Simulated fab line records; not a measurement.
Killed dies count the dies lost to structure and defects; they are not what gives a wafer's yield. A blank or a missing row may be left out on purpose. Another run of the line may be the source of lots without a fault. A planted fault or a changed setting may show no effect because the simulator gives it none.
fab line records	flow sky130
[record] lots = 4	wafers = 12	last-day = 49
route steps=708 shown VIA2@527 METAL3@532 CAPM@537 PAD_OPEN@708
lots that met no fault: from a run of the same line without faults
start-h: hours from the record's opening day to when the first of the lot's shown wafers began	wait-h: hours since the lot's step before	" repeats the value in the row above	L1.1+2: a single row standing in for several wafers	- value missing, or start not given	* or withheld: withheld	< > ~ a bound
route shown NAME@n: NAME is a module with steps in the file, n the number in the route of the first one	usual: mean/standard deviation taken from wafers without a fault	same: alike in all rows	chamber/n: place in a boat	sites: each site's reading	_std_site: the standard deviation of these	_edge_site: inner sites' mean taken away from outer sites' mean	radius-mm: for every site, how far away it sits from the centre of the wafer	mask NAME#n: copy n	behind: the last tool/chamber to shape the wafer	hold: the reason the lot was held/the length of the hold in hours/how it ended	device: the transistor (n, p or np) that didn't switch	end of line: the route-end tests of the same wafers	where a step has no rows: the recipe by itself	killed: count of dies lost to structure and defects at first sort (not the wafer's yield)	map: per-die view of a wafer (x killed, . not killed, _ where there is no die)
set.NAME: the setting as run; set.NAME@STEP: as run at that earlier step	model.NAME: the simulator's own value behind a step, which no gauge read
a table for each step, a row for each wafer; lots at some steps of the route
services: from which hour (start-h, from the record's first day; less than 0 if before it) a tool's chamber was out of use, for how many hours, and why
[[steps]]
[step SKY_VIA2_SPUTTER_20]
[recipe] material = TiN	target-thk-nm = 20	chamber-pressure-pa = 5	power-w = 4000	time-s = 80
[step SKY_VIA2_CVD_21]
[recipe] material = W	target-thk-nm = 420	time-s = 126.4	temp-c = 400	pressure-torr = 40
[step SKY_VIA2_CMP_24]
[recipe] stop-on = SiO2	t-overpolish-s = 20	down-force-psi = 3.5	platen-rpm = 60	target-thk-nm = 0	pad-velocity-m-s = 0.94248
[step SKY_METAL3_SPUTTER_00]
[recipe] material = Ti	target-thk-nm = 15	power-w = 3000	time-s = 10	chamber-pressure-pa = 0.4
[step SKY_METAL3_SPUTTER_01]
[recipe] material = TiN	target-thk-nm = 20	power-w = 6500	time-s = 16.7	chamber-pressure-pa = 0.4
[step SKY_METAL3_SPUTTER_02]
[recipe] material = AlCu	target-thk-nm = 735	power-w = 10600	time-s = 39.1	chamber-pressure-pa = 0.4
[step SKY_METAL3_SPUTTER_03]
[recipe] material = Ti	target-thk-nm = 5	power-w = 3000	time-s = 3.3	chamber-pressure-pa = 0.4
[step SKY_METAL3_SPUTTER_04]
[recipe] material = TiN	target-thk-nm = 70	power-w = 6500	time-s = 58.3	chamber-pressure-pa = 0.4
[step SKY_CAPM_CVD_00]
[recipe] material = SiO2	target-thk-nm = 15.5	temp-c = 400	time-s = withheld	rf-w = 450
[step SKY_CAPM_SPUTTER_02]
[recipe] material = TiN	target-thk-nm = 200	temp-c = 300	power-w = 6500	time-s = 166.7	chamber-pressure-pa = 0.4
[usual] cathode-dc-power-W = 6500.0/1.2	susceptor-temp-C = 299.98/0.17	throttle-valve-pct = 29.8/0.86
lot.wafer	tool	chamber	start-h	wait-h	cathode-dc-power-W	susceptor-temp-C	throttle-valve-pct	model.TiN_of_CAPM_SPUTTER_02.thk-nm
L542.2	pvd-sputter-03	-	919.26	0.0	3934.0	300.29	31.2	119.1
L542.3	"	-	"	"	3936.3	299.59	29.0	122.8
L542.4	"	-	"	"	3935.9	299.98	28.8	121.8
L541.1	pvd-sputter-03	-	920.50	0.1	3933.3	300.06	30.8	120.6
L541.3	"	-	"	"	3935.1	299.94	31.0	118.7
L541.6	"	-	"	"	3936.1	299.97	31.0	120.2
L552.1	pvd-sputter-03	-	993.36	0.1	6500.7	300.17	28.8	200.8
L552.2	"	-	"	"	6500.9	299.96	31.2	201
L552.6	"	-	"	"	6500.7	300.08	28.8	201.7
L553.1	pvd-sputter-04	-	996.67	0.1	6499.7	299.70	30.7	198.7
L553.3	"	-	"	"	6499.5	299.98	30.1	198.8
L553.5	"	-	"	"	6497.6	300.12	29.8	197
[step SKY_CAPM_RS_MEAS_03]
[recipe] thk-meas-gauge = four-point-probe	reads = TiN_of_CAPM_SPUTTER_02
[usual] CAPM_TIN_RS = 6.91/0.074
lot.wafer	tool	chamber	start-h	wait-h	CAPM_TIN_RS[ohm/sq]
L542.2	film-metro-01	-	919.39	0.1	11.78
L542.3	"	-	"	"	11.43
L542.4	"	-	"	"	11.53
L541.1	film-metro-01	-	920.60	0.1	11.66
L541.3	"	-	"	"	11.82
L541.6	"	-	"	"	11.68
L552.1	film-metro-04	-	993.47	0.1	6.88
L552.2	"	-	"	"	6.89
L552.6	"	-	"	"	6.88
L553.1	film-metro-01	-	996.78	0.1	6.97
L553.3	"	-	"	"	6.94
L553.5	"	-	"	"	7.01
[step SKY_CAPM_THK_MEAS_04]
[recipe] thk-meas-gauge = xrf	reads = TiN_of_CAPM_SPUTTER_02
[usual] CAPM_TIN_THK = 201.6/2.3
lot.wafer	tool	chamber	start-h	wait-h	CAPM_TIN_THK[nm]
L542.2	film-metro-01	-	919.50	0.1	119.2
L542.3	"	-	"	"	122.6
L542.4	"	-	"	"	121.9
L541.1	film-metro-01	-	920.72	0.1	121.1
L541.3	"	-	"	"	119.0
L541.6	"	-	"	"	120.0
L552.1	film-metro-04	-	993.59	0.1	201.1
L552.2	"	-	"	"	201.7
L552.6	"	-	"	"	201.5
L553.1	film-metro-01	-	996.90	0.1	199.4
L553.3	"	-	"	"	199.4
L553.5	"	-	"	"	198.0
[step SKY_CAPM_DEHYDRATE_05]
[recipe] temp-c = 200	time-s = 60
[step SKY_CAPM_HMDS_06]
[recipe] prime-time-s = 60	prime-temp-c = 120
[step SKY_CAPM_COAT_07]
[recipe] resist = NOVOLAK	spin-rpm = 3000	resist-thk-nm = 1140
[step SKY_CAPM_SOFTBAKE_08]
[recipe] temp-c = 90	time-s = 60	resist = NOVOLAK
[step SKY_CAPM_EXPOSE_09]
[recipe] mask-id = CAPM	na = 0.6	source-shape = conventional	sigma-outer = 0.6	polarization = unpolarized	target-cd-nm = 1000	dose-mj = 159
[step SKY_CAPM_PEB_10]
[recipe] temp-c = withheld	time-s = *	resist = NOVOLAK
[step SKY_CAPM_DEVELOP_11]
[recipe] resist = NOVOLAK	developer = TMAH	develop-time-s = 60	dev-temp-c = 23
[step SKY_CAPM_METAL_ETCH_13]
[recipe] target-depth-nm = 220	stop-on = SiO2	chemistry = Cl2/BCl3	target = TiN	pressure-mtorr = 10	icp-w = 900	bias-w = 48.5	Cl2_flow_sccm = 60	bcl3-flow-sccm = 30	time-s = 62.9
[usual] drypump-motor-current-A = 5.9/0.53	oes-product-au = 0.942/0.0074	throttle-valve-pct = 21.903/0.01
lot.wafer	tool	chamber	start-h	wait-h	drypump-motor-current-A	oes-product-au	rf-hours-counter-h	throttle-valve-pct
L542.2	rie-metal-04	1	943.74	0.0	6.1	0.710	2	22.058
L542.3	"	0	"	"	5.1	0.719	-	22.038
L542.4	"	1	"	"	6.1	0.722	-	22.048
L541.1	rie-metal-02	0	945.35	0.0	5.8	0.715	2	22.050
L541.3	"	0	"	"	5.8	0.719	-	22.044
L541.6	"	1	"	"	6.5	0.713	-	22.042
L552.1	rie-metal-04	1	1016.25	0.0	6.1	0.946	5	21.892
L552.2	"	0	"	"	5.1	0.949	18	21.898
L552.6	"	0	"	"	5.1	0.939	-	21.899
L553.1	rie-metal-03	1	1019.50	0.0	6.7	0.936	2	21.897
L553.3	"	1	"	"	6.7	0.938	-	21.891
L553.5	"	1	"	"	6.7	0.927	-	21.924
[step SKY_CAPM_STRIP_14]
[recipe] chemistry = O2/N2	power-w = 1400	pressure-mtorr = 1500	platen-temp-c = withheld	o2-flow-sccm = 3000	n2-flow-sccm = 300	overash-fraction = 0.5
[step SKY_CAPM_STRIP_15]
[recipe] chemistry = post-etch-residue-remover	time-s = 1200	temp-c = 72.5
[step SKY_CAPM_CLEAN_16]
[recipe] chemistry = IPA	time-s = 180	temp-c = 25
[step SKY_CAPM_CLEAN_17]
[recipe] chemistry = O3/DIW	dry = n2-spin
[step SKY_METAL3_DEHYDRATE_05]
[recipe] temp-c = 200	time-s = 60
[step SKY_METAL3_HMDS_06]
[recipe] prime-time-s = 60	prime-temp-c = 120
[step SKY_METAL3_COAT_07]
[recipe] resist = BARC	temp-c = withheld	time-s = withheld	spin-rpm = 3000	resist-thk-nm = 60
[step SKY_METAL3_COAT_08]
[recipe] resist = KrF-thick	spin-rpm = 3000	resist-thk-nm = 1140
[step SKY_METAL3_SOFTBAKE_09]
[recipe] temp-c = 100	time-s = 90	resist = KrF-thick
[step SKY_METAL3_EXPOSE_10]
[recipe] mask-id = MM3	na = 0.68	source-shape = annular	sigma-inner = 0.4	sigma-outer = 0.8	target-cd-nm = 300	dose-mj = 28
[step SKY_METAL3_PEB_11]
[recipe] peb-temp-c = withheld	peb-time-s = withheld	resist = KrF-thick
[step SKY_METAL3_DEVELOP_12]
[recipe] develop-time-s = 60	resist = KrF-thick	dev-temp-c = 21
[step SKY_METAL3_DESCUM_15]
[recipe] chemistry = O2	source-power-w = 150	bias-power-w = 0	pressure-mtorr = 10	temp-c = 40	time-s = 8
[step SKY_METAL3_ETCH_16]
[recipe] chemistry = N2/H2	target = BARC	ion-energy-ev = 200	bias-w = 100	pressure-mtorr = 30	n2-flow-sccm = 100	h2-flow-sccm = 200	icp-w = 500	stop-on = SiO2	time-s = 88.2	target-depth-a = 600
[step SKY_METAL3_ETCH_17]
[recipe] target = SiO2	stop-on = TiN	chemistry = C4F8/O2/Ar	source-w = 1500	bias-w = 1200	pressure-mtorr = 40	c4f8-flow-sccm = withheld	O2_flow_sccm = 6	Ar_flow_sccm = 300	time-s = 3.9	target-depth-a = 150
[step SKY_METAL3_METAL_ETCH_18]
[recipe] target-depth-a = 8450	stop-on = SiO2	over-etch-frac = 0.3	time-s = 183.1	chemistry = Cl2/BCl3	resist-sidewall-deg = 88	pressure-mtorr = 10	icp-w = 900	bias-w = 48.5	Cl2_flow_sccm = 60	bcl3-flow-sccm = 30
[step SKY_METAL3_STRIP_20]
[recipe] chemistry = post-etch-residue-remover	time-s = 1200	temp-c = 72.5
lot.wafer	tool	chamber	start-h	wait-h	model.TiN_of_CAPM_SPUTTER_02.thk-nm
L542.2	wet-bench-04	0	970.12	0.1	118.2
L542.3	"	0	"	"	121.9
L542.4	"	0	"	"	121
L541.1	wet-bench-04	0	971.03	0.1	119.7
L541.3	"	0	"	"	117.9
L541.6	"	0	"	"	119.4
L552.1	wet-bench-01	2	1040.75	0.1	200
L552.2	"	2	"	"	200.2
L552.6	"	2	"	"	200.8
L553.1	wet-bench-04	0	1042.59	0.1	197.9
L553.3	"	0	"	"	198
L553.5	"	0	"	"	196.2
[step SKY_PAD_OPEN_PROBE_99]
[usual] defect-limited-yield = 82.5/1.9	killed_at_M0_to_M3 = 43/6.7	killed_at_M4_up = 3.2/1.9	killed-at-contacts = 24/5.9	killed-at-front-end = 15/4.1	killed-at-other = 0.3/0.56	killed-dies = 86/9.5	killed-open = 47/7.4	killed-short = 39/5.5	sort_bin_3_pad_short = 0.8/0.4	sort_bin_5_function = 10.4/1.4	sort_bin_6_memory = 6.2/1.2	sort-n-pass = 406/9.5	sort-yield-pct = 82.5/1.9
[same] gross-dies = 492	killed-at-back-side = 0	sort_bin_4_leakage[%] = 0	sort_bin_8_speed[%] = 0
lot.wafer	tool	chamber	start-h	wait-h	defect-limited-yield[%]	killed_at_M0_to_M3	killed_at_M4_up	killed-at-contacts	killed-at-front-end	killed-at-other	killed-dies	killed-open	killed-short	sort_bin_3_pad_short[%]	sort_bin_5_function[%]	sort_bin_6_memory[%]	sort-n-pass	sort-yield-pct[%]	model.etest.cap-mim.plate-ohm-sq	model.etest.cap-mim.bv-v	model.etest.cap-mim.leak-log10-a-cm2
L542.2	prober-02	-	1131.56	0.1	79.7	51	4	26	19	0	100	54	46	0.8	13.8	5.7	392	79.7	10.03	11.91	-8.013
L542.3	prober-02	-	1131.61	0.2	82.9	51	1	23	9	0	84	46	38	0	11.4	5.7	408	82.9	9.823	11.56	-8.024
L542.4	prober-02	-	1131.66	0.2	82.5	48	2	26	10	0	86	42	44	0.8	11.2	5.5	406	82.5	9.826	11.6	-8.069
L541.1	prober-01	-	1131.63	0.1	84.8	48	4	12	11	0	75	40	35	0.4	8.5	6.3	417	84.8	10.06	11.56	-7.943
L541.3	prober-01	-	1131.73	0.2	80.5	47	7	22	19	1	96	51	44	1.0	11.6	6.9	396	80.5	10.04	11.27	-7.873
L541.6	prober-01	-	1131.88	0.2	84.6	32	4	22	18	0	76	42	33	1.0	8.3	6.1	416	84.6	9.928	11.67	-7.883
L552.1	prober-01	-	1184.94	0.1	81.3	38	3	23	28	0	92	51	41	0.8	10.4	7.5	400	81.3	5.97	13.77	-8.91
L552.2	prober-01	-	1184.99	0.1	83.9	42	6	20	11	0	79	41	38	1.4	8.5	6.1	413	83.9	5.925	13.39	-8.95
L552.6	prober-01	-	1185.19	0.2	82.7	48	3	19	15	0	85	47	38	0.6	11.0	5.7	407	82.7	5.98	14.04	-9.006
L553.1	prober-02	-	1186.87	0.1	83.9	46	1	22	10	0	79	40	39	0.2	10.0	5.9	413	83.9	6.023	14.37	-8.847
L553.3	prober-02	-	1186.97	0.2	83.5	47	1	22	10	1	81	44	37	0.6	10.6	5.3	411	83.5	6.013	13.4	-8.938
L553.5	prober-02	-	1187.07	0.2	81.1	46	2	32	12	1	93	48	45	1.6	10.6	6.7	399	81.1	6.1	14.33	-8.864
// killed by level:class
L542.2 VIA3:geometric-particle:open=12 CONTACT:geometric-particle:open=11 METAL2:geometric-particle:short=8 METAL1:geometric-particle:short=7 FIELD_ISO:geometric-particle:short=7 VIA2:geometric-particle:open=7 VIA1:geometric-particle:open=6 FIELD_ISO:geometric-particle:open=5
L542.3 VIA1:geometric-particle:open=11 VIA2:geometric-particle:open=8 CONTACT:geometric-particle:open=7 VIA3:geometric-particle:open=7 METAL2:geometric-particle:short=6 LOCAL_INTERCONNECT:geometric-particle:short=5 CONTACT:geometric-particle:short=4 METAL1:geometric-particle:short=4
L541.1 VIA1:geometric-particle:open=10 METAL1:geometric-particle:short=8 VIA2:geometric-particle:open=7 METAL2:geometric-particle:short=5 VIA3:geometric-particle:open=5 POLY_GATE:geometric-particle:open=4 LI_CONTACT:geometric-particle:open=4 CONTACT:geometric-particle:open=4
L542.4 VIA3:geometric-particle:open=10 VIA1:geometric-particle:open=10 CONTACT:geometric-particle:short=7 CONTACT:geometric-particle:open=7 VIA3:geometric-particle:short=6 LI_CONTACT:geometric-particle:open=5 VIA2:geometric-particle:short=5 METAL2:geometric-particle:short=5
L541.3 VIA2:geometric-particle:open=11 CONTACT:geometric-particle:open=8 FIELD_ISO:geometric-particle:open=7 VIA1:geometric-particle:open=7 METAL1:geometric-particle:short=6 VIA3:geometric-particle:open=6 METAL4:geometric-particle:short=6 LOCAL_INTERCONNECT:geometric-particle:short=5
L541.6 VIA1:geometric-particle:open=9 CONTACT:geometric-particle:open=8 FIELD_ISO:geometric-particle:open=7 LI_CONTACT:geometric-particle:open=5 CONTACT:geometric-particle:short=5 VIA1:geometric-particle:short=4 VIA2:geometric-particle:open=4 METAL3:geometric-particle:short=4
L552.1 FIELD_ISO:geometric-particle:short=9 POLY_GATE:geometric-particle:open=9 VIA2:geometric-particle:open=8 LOCAL_INTERCONNECT:geometric-particle:short=6 CONTACT:geometric-particle:open=6 VIA1:geometric-particle:open=6 FIELD_ISO:geometric-particle:open=5 LI_CONTACT:geometric-particle:open=5
L552.2 VIA3:geometric-particle:open=7 VIA1:geometric-particle:open=7 VIA2:geometric-particle:open=7 LI_CONTACT:geometric-particle:open=6 METAL4:geometric-particle:short=5 METAL1:geometric-particle:short=5 CONTACT:geometric-particle:short=5 CONTACT:geometric-particle:open=5
L552.6 VIA1:geometric-particle:open=12 VIA2:geometric-particle:open=10 LOCAL_INTERCONNECT:geometric-particle:short=6 FIELD_ISO:geometric-particle:short=5 VIA1:geometric-particle:short=5 CONTACT:geometric-particle:open=4 METAL2:geometric-particle:short=4 VIA3:geometric-particle:open=4
L553.1 VIA2:geometric-particle:short=8 LI_CONTACT:geometric-particle:open=8 METAL1:geometric-particle:short=8 VIA2:geometric-particle:open=7 CONTACT:geometric-particle:open=6 VIA1:geometric-particle:short=5 VIA1:geometric-particle:open=5 VIA3:geometric-particle:open=5
L553.3 VIA1:geometric-particle:open=10 VIA3:geometric-particle:open=10 CONTACT:geometric-particle:open=6 LI_CONTACT:geometric-particle:open=5 METAL1:geometric-particle:short=5 VIA1:geometric-particle:short=5 FIELD_ISO:geometric-particle:short=4 METAL2:geometric-particle:short=4
L553.5 LI_CONTACT:geometric-particle:open=11 METAL1:geometric-particle:short=8 VIA2:geometric-particle:open=8 CONTACT:geometric-particle:short=7 VIA1:geometric-particle:open=7 CONTACT:geometric-particle:open=6 POLY_GATE:geometric-particle:short=5 METAL3:geometric-particle:short=5
[[services]]
tool	chamber	start-h	hours	kind
rie-metal-03	-	910.90	0.3	repair
rie-metal-03	1	958.66	-	clean
rie-metal-03	1	958.66	14.3	scheduled-down
rie-metal-03	1	958.66	14.3	vent-cycle
rie-metal-03	1	988.77	2.8	repair
pvd-sputter-04	-	988.89	3.6	repair
rie-metal-02	1	1005.55	6.0	repair
rie-metal-03	-	1007.54	1.5	repair
[[key]]
[first-sign] step = SKY_CAPM_SPUTTER_02	reading = cathode-dc-power-W	direction = down	sigmas = 99+	usual = 6500.0	struck = 3935.1
[effect] step = SKY_CAPM_RS_MEAS_03	reading = CAPM_TIN_RS	direction = up	sigmas = 64	usual = 6.91	struck = 11.65
[effect] step = SKY_CAPM_THK_MEAS_04	reading = CAPM_TIN_THK	direction = down	sigmas = 36	usual = 201.6	struck = 120.6
[effect] step = SKY_CAPM_METAL_ETCH_13	reading = oes-product-au	direction = down	sigmas = 30	usual = 0.942	struck = 0.716
[model-effect] step = SKY_CAPM_SPUTTER_02	value = TiN_of_CAPM_SPUTTER_02.thk-nm	without = 199.5	struck = 120.5
[model-effect] step = SKY_METAL3_STRIP_20	value = TiN_of_CAPM_SPUTTER_02.thk-nm	without = 198.6	struck = 119.7
[model-effect] step = SKY_PAD_OPEN_PROBE_99	value = etest.cap-mim.plate-ohm-sq	without = 6.012	struck = 9.95
met-at SKY_CAPM_SPUTTER_02
struck-wafers L541.1,L541.3,L541.6,L542.2,L542.3,L542.4
[fault] kind = process-parameter-drift	tool = pvd-sputter-03	chamber = -	onset-h = 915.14	steps = SKY_CAPM_SPUTTER_02	channel = power-w	offset = *	shape = step	end-h = 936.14	acts-in = *	stated = *
